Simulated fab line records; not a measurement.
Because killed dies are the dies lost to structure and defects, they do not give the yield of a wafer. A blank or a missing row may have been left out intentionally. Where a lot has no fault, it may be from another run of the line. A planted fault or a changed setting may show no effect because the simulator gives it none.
fab line records    flow sky130
record: lots: 6  wafers: 18  last_day: 50
route steps=708 shown VT_ADJUST_HVTP@93 VT_ADJUST_LVTN@97 PAD_OPEN@708
lots that met no fault: taken from a fault-free run of the same line
start_h: start of the lot's first displayed wafer, in hours after the record's first day    wait_h: time in hours since the lot's previous step    " unchanged from the row above    L1.1+2: one row covering several wafers at once    - no value, or no start was given    * or withheld: withheld    < > ~ a bound
route shown NAME@n: NAME is a module with steps in the file, n the number in the route of the first one    usual: mean/standard deviation taken from wafers without a fault    same: alike in all rows    chamber/n: place in a boat    sites: each site's reading    _std_site: the standard deviation of these    _edge_site: inner sites' mean taken away from outer sites' mean    radius_mm: for every site, how far away it sits from the centre of the wafer    mask NAME#n: copy n    behind: the tool/chamber that last shaped the wafer    hold: cause of the lot's hold/its duration in hours/its outcome    device: the transistor (n, p or np) that didn't switch    end of line: tests of these same wafers at the route's end    a step with no rows: only its recipe    killed: the dies lost at the first sort to structure and to defects; this is not the yield of the wafer    map: dies across one wafer; x = killed, . = not, _ = none there
set.NAME: setting as actually run; set.NAME@STEP: the setting as run at that earlier step    model.NAME: the simulator's own value behind a step, which no gauge read
lots at selected steps of the route; one table per step, one row per wafer
services: when a tool's chamber went out of use (start_h, in hours from the record's first day, below 0 if earlier), for how many hours, and the reason
== steps ==
step: SKY_VT_ADJUST_HVTP_OVL_MEAS_08
usual: VT_ADJUST_HVTP_OVL: -1.4/1.3
lot.wafer  tool        chamber  start_h  wait_h  VT_ADJUST_HVTP_OVL[nm]
L789.4     overlay-01  -        120.50   0.1     -1.4
L789.5     "           -        "        "       -1.7
L789.6     "           -        "        "       0.0
L790.2     overlay-02  -        129.67   0.1     -1.9
L790.4     "           -        "        "       -1.0
L790.5     "           -        "        "       -1.9
L800.2     overlay-02  -        196.84   0.1     -2.4
L800.3     "           -        "        "       -2.3
L800.6     "           -        "        "       -1.3
L803.1     overlay-01  -        210.23   0.1     -1.2
L803.2     "           -        "        "       -2.7
L803.5     "           -        "        "       -1.9
L806.1     overlay-02  -        226.93   0.1     -2.5
L806.3     "           -        "        "       -4.0
L806.5     "           -        "        "       -2.7
L812.2     overlay-01  -        265.74   0.1     -1.3
L812.3     "           -        "        "       -1.0
L812.6     "           -        "        "       -0.2
step: SKY_VT_ADJUST_HVTP_IMPLANT_09
recipe: species: As  energy_kev: 150  dose_cm2: 4.3e+12  tilt_deg: withheld
step: SKY_VT_ADJUST_HVTP_STRIP_10
recipe: chemistry: O2/N2  power_w: 1400  pressure_mtorr: 1500  platen_temp_c: withheld  o2_flow_sccm: 3000  n2_flow_sccm: 300  overash_fraction: 0.5
usual: drypump_motor_current_A: 5.7/0.47  oes_product_au: 0.715/0.0049  strip_time_to_endpoint_s: 14.19/0.045
lot.wafer  tool             chamber  start_h  wait_h  drypump_motor_current_A  oes_product_au  rf_hours_counter_h  strip_time_to_endpoint_s
L789.4     plasma_asher-04  1        120.70   0.1     5.9                      0.717           -                   14.25
L789.5     "                0        "        "       6.0                      0.708           -                   14.18
L789.6     "                1        "        "       5.9                      0.710           -                   14.25
L790.2     plasma_asher-02  0        129.85   0.1     4.8                      0.707           1                   14.18
L790.4     "                1        "        "       5.8                      0.711           -                   14.17
L790.5     "                1        "        "       5.8                      0.723           -                   14.19
L800.2     plasma_asher-01  0        197.02   0.1     6.3                      0.715           39                  14.22
L800.3     "                0        "        "       6.3                      0.724           -                   14.16
L800.6     "                0        "        "       6.3                      0.719           -                   14.17
L803.1     plasma_asher-04  0        210.42   0.1     6.0                      0.705           52                  14.18
L803.2     "                1        "        "       5.9                      0.712           52                  14.26
L803.5     "                0        "        "       6.0                      0.709           -                   14.24
L806.1     plasma_asher-02  1        227.12   0.1     5.8                      0.719           10                  14.12
L806.3     "                1        "        "       5.8                      0.716           -                   14.13
L806.5     "                0        "        "       4.8                      0.714           -                   14.14
L812.2     plasma_asher-04  1        265.92   0.1     5.9                      0.714           57                  14.13
L812.3     "                1        "        "       5.9                      0.719           -                   14.14
L812.6     "                0        "        "       6.0                      0.716           -                   14.20
step: SKY_VT_ADJUST_HVTP_TW_MEAS_11
usual: VT_ADJUST_HVTP_TW: 1355/11
lot.wafer  tool           chamber  start_h  wait_h  VT_ADJUST_HVTP_TW
L789.4     film_metro-04  -        120.80   0.1     1358
L789.5     "              -        "        "       1359
L789.6     "              -        "        "       1360
L790.2     film_metro-03  -        129.96   0.1     1371
L790.4     "              -        "        "       1368
L790.5     "              -        "        "       1368
L800.2     film_metro-01  -        197.13   0.1     1337
L800.3     "              -        "        "       1335
L800.6     "              -        "        "       1336
L803.1     film_metro-03  -        210.52   0.1     1360
L803.2     "              -        "        "       1358
L803.5     "              -        "        "       1357
L806.1     film_metro-03  -        227.22   0.1     1359
L806.3     "              -        "        "       1355
L806.5     "              -        "        "       1353
L812.2     film_metro-03  -        266.03   0.1     1362
L812.3     "              -        "        "       1357
L812.6     "              -        "        "       1360
step: SKY_VT_ADJUST_LVTN_DEHYDRATE_00
recipe: temp_c: 200  time_s: 60
step: SKY_VT_ADJUST_LVTN_HMDS_01
recipe: prime_time_s: 60  prime_temp_c: 120
step: SKY_VT_ADJUST_LVTN_COAT_02
recipe: spin_rpm: 2000  resist_thk_nm: 3000
step: SKY_VT_ADJUST_LVTN_SOFTBAKE_03
recipe: temp_c: 110  time_s: withheld
step: SKY_VT_ADJUST_LVTN_EXPOSE_04
recipe: mask_id: NWM_COMPLEMENT_LESS_NATIVE  na: 0.6  source_shape: conventional  sigma_outer: 0.6  polarization: unpolarized  target_cd_nm: 840  dose_mj: 194
step: SKY_VT_ADJUST_LVTN_PEB_05
recipe: temp_c: 115  time_s: withheld
step: SKY_VT_ADJUST_LVTN_DEVELOP_06
recipe: wall_angle_deg: 90  developer: TMAH  develop_time_s: 60  dev_temp_c: 23
step: SKY_VT_ADJUST_LVTN_OVL_MEAS_07
usual: VT_ADJUST_LVTN_OVL: -0.2/1.4
lot.wafer  tool        chamber  start_h  wait_h  VT_ADJUST_LVTN_OVL[nm]
L789.4     overlay-01  -        138.53   -       -0.4
L789.5     "           -        "        "       0.1
L789.6     "           -        "        "       -1.2
L790.2     overlay-01  -        148.38   -       -0.9
L790.4     "           -        "        "       -0.2
L790.5     "           -        "        "       -0.4
L800.2     overlay-02  -        218.32   -       -0.8
L800.3     "           -        "        "       -3.1
L800.6     "           -        "        "       -1.5
L803.1     overlay-01  -        233.19   -       2.1
L803.2     "           -        "        "       -0.3
L803.5     "           -        "        "       -1.3
L806.1     overlay-01  -        249.64   -       -1.3
L806.3     "           -        "        "       0.5
L806.5     "           -        "        "       0.3
L812.2     overlay-02  -        290.47   -       -1.0
L812.3     "           -        "        "       1.1
L812.6     "           -        "        "       0.4
step: SKY_VT_ADJUST_LVTN_IMPLANT_08
recipe: species: B  energy_kev: 30  dose_cm2: 1.57e+12  tilt_deg: withheld
usual: beam_on_s: 10.02/0.22  dose_ions_cm2: 1.5699e+12/1.6e+09  faraday_current_uA: 8.84/0.19
lot.wafer  tool          chamber  start_h  wait_h  beam_on_s  dose_ions_cm2  faraday_current_uA
L789.4     implanter-04  0        138.62   0.1     10.21      1.5695e+12     8.62
L789.5     "             0        "        "       10.25      1.568e+12      8.66
L789.6     "             0        "        "       9.70       1.5699e+12     9.10
L790.2     implanter-04  0        148.43   0.0     10.24      1.5702e+12     8.62
L790.4     "             0        "        "       9.80       1.5676e+12     9.03
L790.5     "             0        "        "       10.18      1.5681e+12     8.69
L800.2     implanter-04  0        218.37   0.0     9.65       2.2134e+12     12.89
L800.3     "             0        "        "       9.91       2.2129e+12     12.58
L800.6     "             0        "        "       10.13      2.2143e+12     12.36
L803.1     implanter-04  0        233.23   0.0     10.24      2.2143e+12     12.16
L803.2     "             0        "        "       9.97       2.2149e+12     12.50
L803.5     "             0        "        "       9.93       2.2136e+12     12.59
L806.1     implanter-03  0        249.68   0.0     9.95       1.5723e+12     8.91
L806.3     "             0        "        "       10.05      1.5711e+12     8.85
L806.5     "             0        "        "       9.73       1.5704e+12     9.07
L812.2     implanter-04  0        290.52   0.0     10.06      1.5705e+12     8.82
L812.3     "             0        "        "       9.98       1.5685e+12     8.89
L812.6     "             0        "        "       9.79       1.5692e+12     9.07
step: SKY_VT_ADJUST_LVTN_STRIP_09
recipe: chemistry: O2/N2  power_w: 1400  pressure_mtorr: 1500  platen_temp_c: withheld  o2_flow_sccm: 3000  n2_flow_sccm: 300  overash_fraction: 0.5
usual: drypump_motor_current_A: 5.8/0.35  oes_product_au: 0.723/0.0048  strip_time_to_endpoint_s: 36.95/0.093
lot.wafer  tool             chamber  start_h  wait_h  drypump_motor_current_A  oes_product_au  rf_hours_counter_h  strip_time_to_endpoint_s
L789.4     plasma_asher-02  1        138.73   0.1     5.8                      0.725           -                   36.93
L789.5     "                0        "        "       4.8                      0.726           -                   36.89
L789.6     "                1        "        "       5.8                      0.718           -                   36.95
L790.2     plasma_asher-04  0        148.56   0.1     6.0                      0.724           46                  36.91
L790.4     "                1        "        "       5.9                      0.717           -                   36.91
L790.5     "                0        "        "       6.0                      0.723           -                   36.82
L800.2     plasma_asher-04  0        218.50   0.1     6.0                      0.728           53                  36.95
L800.3     "                0        "        "       6.0                      0.714           -                   37.00
L800.6     "                0        "        "       6.0                      0.720           -                   37.07
L803.1     plasma_asher-02  1        233.38   0.1     5.8                      0.717           10                  36.99
L803.2     "                0        "        "       4.8                      0.724           10                  36.96
L803.5     "                0        "        "       4.8                      0.718           -                   36.98
L806.1     plasma_asher-04  0        249.83   0.1     6.0                      0.728           56                  36.89
L806.3     "                1        "        "       5.9                      0.725           -                   36.95
L806.5     "                1        "        "       5.9                      0.726           -                   36.96
L812.2     plasma_asher-03  1        290.65   0.1     6.1                      0.727           63                  36.97
L812.3     "                1        "        "       6.2                      0.725           -                   36.88
L812.6     "                1        "        "       6.2                      0.729           -                   37.07
step: SKY_VT_ADJUST_LVTN_TW_MEAS_10
usual: VT_ADJUST_LVTN_TW: 242.1/2.5
lot.wafer  tool           chamber  start_h  wait_h  VT_ADJUST_LVTN_TW
L789.4     film_metro-02  -        138.83   0.1     245.6
L789.5     "              -        "        "       244.9
L789.6     "              -        "        "       244.7
L790.2     film_metro-01  -        148.67   0.1     238.4
L790.4     "              -        "        "       239.6
L790.5     "              -        "        "       240.2
L800.2     film_metro-03  -        218.61   0.1     267.6
L800.3     "              -        "        "       266.7
L800.6     "              -        "        "       267.0
L803.1     film_metro-02  -        233.48   0.1     271.1
L803.2     "              -        "        "       271.1
L803.5     "              -        "        "       272.1
L806.1     film_metro-01  -        249.93   0.1     238.9
L806.3     "              -        "        "       239.2
L806.5     "              -        "        "       239.3
L812.2     film_metro-02  -        290.76   0.1     247.9
L812.3     "              -        "        "       245.5
L812.6     "              -        "        "       245.7
step: SKY_VT_ADJUST_LVTN_DEHYDRATE_11
recipe: temp_c: 200  time_s: 60
step: SKY_PAD_OPEN_PROBE_99
usual: killed_at_M0_to_M3: 43/7.2  killed_at_M4_up: 3.2/1.8  killed_at_contacts: 23/5.6  killed_at_front_end: 15/4.6  killed_at_other: 0.3/0.71  killed_dies: 85/10  killed_open: 46/7.8  killed_short: 38/6.5
same: gross_dies: 492  killed_at_back_side: 0
lot.wafer  tool       chamber  start_h  wait_h  killed_at_M0_to_M3  killed_at_M4_up  killed_at_contacts  killed_at_front_end  killed_at_other  killed_dies  killed_open  killed_short  model.etest.nfet_01v8_lvt.drive_ua_um  model.etest.nfet_01v8_lvt.vt_sat_v  model.etest.nfet_01v8.vt_sat_v  model.etest.nfet_01v8_lvt.vt_v  model.etest.nfet_01v8_turned.vt_sat_v  model.etest.nfet_01v8_lvt.vt_long_v  model.etest.nfet_01v8_lvt.body_rise_v  model.etest.nfet_01v8.body_rise_v
L789.4     prober-01  -        1074.13  0.2     54                  4                20                  25                   1                104          54           46            571.2                                  0.5395                              0.6478                          0.6146                          0.6582                                 0.4465                               0.147                                  0.1812
L789.5     prober-01  -        1074.18  0.2     39                  1                31                  19                   2                92           60           30            567.4                                  0.5403                              0.6533                          0.6079                          0.6546                                 0.4397                               0.1464                                 0.1798
L789.6     prober-01  -        1074.23  0.2     39                  6                25                  22                   0                92           37           54            569.4                                  0.5386                              0.6519                          0.6198                          0.6512                                 0.4461                               0.1465                                 0.1786
L790.2     prober-02  -        1077.19  0.1     43                  4                17                  13                   5                82           37           42            587.7                                  0.5286                              0.6349                          0.5986                          0.6376                                 0.4324                               0.1431                                 0.1772
L790.4     prober-02  -        1077.29  0.2     43                  1                17                  15                   1                77           43           33            572.8                                  0.5386                              0.6431                          0.6119                          0.6452                                 0.4366                               0.1447                                 0.1771
L790.5     prober-02  -        1077.34  0.2     51                  4                27                  19                   0                101          53           46            582.6                                  0.5339                              0.6377                          0.6075                          0.646                                  0.4368                               0.1461                                 0.1797
L800.2     prober-02  -        1145.58  0.1     40                  2                22                  17                   0                81           40           40            568.3                                  0.5547                              0.6508                          0.6117                          0.6553                                 0.4415                               0.1514                                 0.1808
L800.3     prober-02  -        1145.63  0.2     41                  5                19                  18                   1                84           36           48            580.5                                  0.5431                              0.6423                          0.606                           0.6438                                 0.4381                               0.1495                                 0.1794
L800.6     prober-02  -        1145.78  0.2     43                  5                24                  15                   0                87           49           36            575.7                                  0.5446                              0.651                           0.6039                          0.6487                                 0.4386                               0.1507                                 0.1824
L803.1     prober-01  -        1156.94  0.1     51                  0                29                  12                   0                92           55           36            558                                    0.5482                              0.651                           0.6158                          0.661                                  0.4485                               0.1545                                 0.1854
L803.5     prober-01  -        1157.14  0.2     44                  4                32                  8                    1                89           51           38            558.4                                  0.5471                              0.6563                          0.6151                          0.6579                                 0.4481                               0.153                                  0.1852
L806.1     prober-02  -        1172.33  0.1     55                  9                32                  15                   0                111          58           52            568.9                                  0.5389                              0.6568                          0.6124                          0.6562                                 0.4467                               0.1478                                 0.1828
L806.3     prober-02  -        1172.43  0.2     43                  3                24                  19                   0                89           62           26            556.1                                  0.551                               0.6663                          0.6259                          0.6702                                 0.4529                               0.1484                                 0.1844
L806.5     prober-02  -        1172.53  0.2     43                  4                26                  23                   0                96           47           49            560.2                                  0.5455                              0.6565                          0.6154                          0.6567                                 0.4433                               0.1467                                 0.1808
L812.2     prober-02  -        1197.05  0.1     39                  5                29                  14                   0                87           50           36            576.6                                  0.5329                              0.647                           0.602                           0.647                                  0.4339                               0.1446                                 0.1783
L812.3     prober-02  -        1197.10  0.2     49                  2                28                  15                   0                94           54           40            563.1                                  0.5439                              0.6544                          0.615                           0.6612                                 0.4397                               0.1467                                 0.1831
L812.6     prober-02  -        1197.25  0.2     45                  3                21                  16                   0                85           47           37            582.1                                  0.5252                              0.6389                          0.5995                          0.6464                                 0.4359                               0.1456                                 0.179
killed by level:class
L789.4 VIA1:geometric_particle:open=12 METAL2:geometric_particle:short=9 VIA2:geometric_particle:open=9 FIELD_ISO:geometric_particle:short=8 VIA3:geometric_particle:open=6 FIELD_ISO:geometric_particle:open=5 LI_CONTACT:geometric_particle:open=5 VIA1:geometric_particle:short=4
L789.5 VIA1:geometric_particle:open=16 CONTACT:geometric_particle:open=11 LI_CONTACT:geometric_particle:open=10 VIA2:geometric_particle:open=6 CONTACT:geometric_particle:short=6 VIA3:geometric_particle:open=6 POLY_CUT:geometric_particle:open=4 LOCAL_INTERCONNECT:geometric_particle:short=4
L789.6 VIA2:geometric_particle:open=10 METAL1:geometric_particle:short=8 LI_CONTACT:geometric_particle:open=8 POLY_GATE:geometric_particle:short=7 FIELD_ISO:geometric_particle:short=6 LOCAL_INTERCONNECT:geometric_particle:short=6 CONTACT:geometric_particle:open=6 METAL2:geometric_particle:short=6
L790.2 METAL3:geometric_particle:short=6 VIA1:geometric_particle:open=6 METAL2:geometric_particle:short=6 CONTACT:geometric_particle:open=5 LI_CONTACT:geometric_particle:open=5 VIA2:geometric_particle:open=5 METAL1:geometric_particle:short=5 POLY_GATE:geometric_particle:open=4
L790.4 VIA1:geometric_particle:open=9 VIA3:geometric_particle:open=7 POLY_GATE:geometric_particle:open=6 METAL2:geometric_particle:short=6 LI_CONTACT:geometric_particle:open=5 CONTACT:geometric_particle:open=5 FIELD_ISO:geometric_particle:short=4 METAL1:geometric_particle:short=4
L790.5 VIA1:geometric_particle:open=10 CONTACT:geometric_particle:open=9 VIA2:geometric_particle:open=8 FIELD_ISO:geometric_particle:short=7 VIA3:geometric_particle:open=7 LI_CONTACT:geometric_particle:open=6 METAL1:geometric_particle:short=6 METAL3:geometric_particle:short=6
L800.2 LI_CONTACT:geometric_particle:open=10 POLY_GATE:geometric_particle:short=7 POLY_GATE:geometric_particle:open=7 VIA1:geometric_particle:short=7 VIA1:geometric_particle:open=7 METAL2:geometric_particle:short=7 LOCAL_INTERCONNECT:geometric_particle:short=5 CONTACT:geometric_particle:open=4
L800.3 CONTACT:geometric_particle:open=9 METAL1:geometric_particle:short=8 METAL3:geometric_particle:short=6 FIELD_ISO:geometric_particle:short=5 POLY_GATE:geometric_particle:short=5 LI_CONTACT:geometric_particle:open=5 VIA1:geometric_particle:open=5 METAL2:geometric_particle:short=5
L800.6 VIA1:geometric_particle:open=10 CONTACT:geometric_particle:open=8 LI_CONTACT:geometric_particle:open=7 VIA2:geometric_particle:open=7 VIA1:geometric_particle:short=6 VIA3:geometric_particle:open=5 LI_CONTACT:geometric_particle:short=4 POLY_GATE:geometric_particle:open=3
L803.1 CONTACT:geometric_particle:open=13 VIA2:geometric_particle:open=9 VIA1:geometric_particle:open=8 CONTACT:geometric_particle:short=7 VIA3:geometric_particle:open=7 VIA1:geometric_particle:short=6 LI_CONTACT:geometric_particle:open=6 METAL1:geometric_particle:short=5
L803.5 CONTACT:geometric_particle:open=15 VIA1:geometric_particle:open=13 VIA2:geometric_particle:open=8 LOCAL_INTERCONNECT:geometric_particle:short=7 LI_CONTACT:geometric_particle:open=5 VIA1:geometric_particle:short=5 METAL2:geometric_particle:short=5 METAL1:geometric_particle:short=4
L806.1 VIA1:geometric_particle:open=13 LI_CONTACT:geometric_particle:open=8 CONTACT:geometric_particle:open=8 METAL1:geometric_particle:short=8 VIA1:geometric_particle:short=7 VIA3:geometric_particle:open=7 CONTACT:geometric_particle:short=6 VIA2:geometric_particle:open=6
L806.3 VIA1:geometric_particle:open=13 FIELD_ISO:geometric_particle:open=11 CONTACT:geometric_particle:open=9 LI_CONTACT:geometric_particle:open=8 VIA3:geometric_particle:open=6 METAL2:geometric_particle:short=5 METAL2:geometric_particle:open=5 METAL1:geometric_particle:short=4
L806.5 VIA1:geometric_particle:open=9 FIELD_ISO:geometric_particle:short=8 METAL2:geometric_particle:short=6 LI_CONTACT:geometric_particle:open=6 LOCAL_INTERCONNECT:geometric_particle:short=6 CONTACT:geometric_particle:open=6 VIA2:geometric_particle:open=6 VIA3:geometric_particle:open=6
L812.2 CONTACT:geometric_particle:open=15 VIA3:geometric_particle:open=7 METAL2:geometric_particle:short=7 VIA2:geometric_particle:open=7 LI_CONTACT:geometric_particle:open=6 VIA1:geometric_particle:open=6 FIELD_ISO:geometric_particle:short=5 CONTACT:geometric_particle:short=4
L812.3 VIA3:geometric_particle:open=14 LI_CONTACT:geometric_particle:open=9 LOCAL_INTERCONNECT:geometric_particle:short=8 VIA1:geometric_particle:short=7 CONTACT:geometric_particle:open=7 VIA1:geometric_particle:open=6 VIA2:geometric_particle:open=6 POLY_GATE:geometric_particle:open=5
L812.6 VIA3:geometric_particle:open=12 METAL2:geometric_particle:short=8 VIA1:geometric_particle:short=7 CONTACT:geometric_particle:open=6 POLY_GATE:geometric_particle:open=5 LI_CONTACT:geometric_particle:open=5 LOCAL_INTERCONNECT:geometric_particle:short=5 FIELD_ISO:geometric_particle:open=4
== services ==
tool             chamber  start_h  hours  kind
plasma_asher-02  -        104.50   8.7    repair
plasma_asher-03  -        105.57   2.0    repair
implanter-04     -        105.75   4.8    repair
implanter-03     -        106.38   2.8    repair
plasma_asher-02  -        113.24   9.0    pm
plasma_asher-02  0        113.24   9.0    vent_cycle
plasma_asher-02  1        113.24   9.0    vent_cycle
plasma_asher-02  0        122.24   -      clean
plasma_asher-02  1        122.24   -      clean
plasma_asher-04  -        162.89   1.0    repair
implanter-04     -        163.56   3.8    repair
plasma_asher-04  -        242.49   2.6    repair
plasma_asher-02  -        282.42   6.6    repair
== key ==
first_sign: step: SKY_VT_ADJUST_LVTN_IMPLANT_08  reading: dose_ions_cm2  direction: up  sigmas: 99+  usual: *  struck: *
effect: step: SKY_VT_ADJUST_LVTN_IMPLANT_08  reading: faraday_current_uA  direction: up  sigmas: 19  usual: 8.84  struck: 12.51
effect: step: SKY_VT_ADJUST_LVTN_TW_MEAS_10  reading: VT_ADJUST_LVTN_TW  direction: up  sigmas: 11  usual: 242.1  struck: 269.2
model_effect: step: SKY_PAD_OPEN_PROBE_99  value: etest.nfet_01v8_lvt.drive_ua_um  without: 585.2  struck: 568.2
met_at SKY_VT_ADJUST_LVTN_IMPLANT_08
struck_wafers L800.2,L800.3,L800.6,L803.1,L803.2,L803.5
rows_end L803.2
tester_left_out L800,L803
onset_between 148.43 218.37
fault: kind: process_parameter_drift  tool: implanter-04  chamber: -  onset_h: 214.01  steps: SKY_VT_ADJUST_LVTN_IMPLANT_08  channel: dose_cm2  offset: *  shape: step  end_h: 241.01  acts_in: *  stated: *
tester_left_out: of these lots the tester's yield and bins aren't shown, on N5 and GAA mostly nor the transistor test; their killed dies are dies lost to structure and defects alone, not to doping, threshold or leakage, so they don't give the yield
rows_end: these wafers met a further fault down the route, and their rows from its step on are left out
